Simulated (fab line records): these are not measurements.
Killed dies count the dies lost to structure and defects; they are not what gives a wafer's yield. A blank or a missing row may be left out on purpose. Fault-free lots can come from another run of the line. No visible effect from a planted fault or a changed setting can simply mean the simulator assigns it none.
What tool caused it? || flow sky130 || 6 lots with 18 wafers sampled at 3 steps, on a route of 708 steps

WHAT THE GAUGES SHOWED, per wafer
SKY_LDD_N_TW_MEAS_17.
{"lot": "L342", "measured": "day 20 05:13", "on": "film-metro-02", "LDD_N_TW": "2590 2606 2587"}
{"lot": "L345", "measured": "day 20 08:47", "on": "film-metro-02", "LDD_N_TW": "2604 2592 2596"}
{"lot": "L347", "measured": "day 20 23:50", "on": "film-metro-04", "LDD_N_TW": "2532 2531 2531"}
{"lot": "L350", "measured": "day 21 19:14", "on": "film-metro-02", "LDD_N_TW": "2633 2628 2648"}
{"lot": "L358", "measured": "day 25 02:13", "on": "film-metro-02", "LDD_N_TW": "2898 2872 2872"}
{"lot": "L362", "measured": "day 25 19:47", "on": "film-metro-04", "LDD_N_TW": "2542 2536 2556"}

WHICH TOOL RAN EACH LOT (tool, then ch and the chambers of the sampled wafers, then the start)
{"lot": "L342", "SKY_LDD_N_IMPLANT_10": "implanter-01 ch 0, day 20 04:14", "SKY_LDD_N_STRIP_16": "plasma-asher-04 ch 0,1, day 20 05:07"}
{"lot": "L345", "SKY_LDD_N_IMPLANT_10": "implanter-01 ch 0, day 20 07:49", "SKY_LDD_N_STRIP_16": "plasma-asher-03 ch 0,1, day 20 08:41"}
{"lot": "L347", "SKY_LDD_N_IMPLANT_10": "implanter-01 ch 0, day 20 22:52", "SKY_LDD_N_STRIP_16": "plasma-asher-01 ch 0,1, day 20 23:44"}
{"lot": "L350", "SKY_LDD_N_IMPLANT_10": "implanter-04 ch 0, day 21 18:16", "SKY_LDD_N_STRIP_16": "plasma-asher-03 ch 0,1, day 21 19:08"}
{"lot": "L358", "SKY_LDD_N_IMPLANT_10": "implanter-04 ch 0, day 25 01:13", "SKY_LDD_N_STRIP_16": "plasma-asher-03 ch 0,1, day 25 02:07"}
{"lot": "L362", "SKY_LDD_N_IMPLANT_10": "implanter-01 ch 0, day 25 18:47", "SKY_LDD_N_STRIP_16": "plasma-asher-03 ch 0,1, day 25 19:41"}
- SKY_LDD_N_IMPLANT_10
- SKY_LDD_N_STRIP_16: strips in O2/N2.

THE ANSWER, worked out from the rows above alone
Rule: the lots themselves supply what counts as usual. The widest of any qualifying gaps counts: lots, ordered by their means at a reading, are off when they make up no more than a third of the lots, leave a main group of 4 or more, and stand apart from it by 3 or more times the standard deviation of that group's means. If all means in a main group match to the digits the tables above print for the reading, that group is not used. A lot without any number at a reading at which 4 lots or more have one is off too. Any other lot the step has rows for is counted as sound.
Off: L358, at SKY_LDD_N_TW_MEAS_17 (LDD_N_TW). Main group: mean 2581, sd 38.
A tool fits if, at a process step before that reading, it ran every lot that is off, and no sound lot after the first of them. Gauges at SKY_LDD_N_TW_MEAS_17: tried the same way as those tools. Undecided on this evidence; 2 tools fit (implanter-04 at SKY_LDD_N_IMPLANT_10, film-metro-02 at SKY_LDD_N_TW_MEAS_17).

WHAT THE SIMULATOR HAD INSERTED
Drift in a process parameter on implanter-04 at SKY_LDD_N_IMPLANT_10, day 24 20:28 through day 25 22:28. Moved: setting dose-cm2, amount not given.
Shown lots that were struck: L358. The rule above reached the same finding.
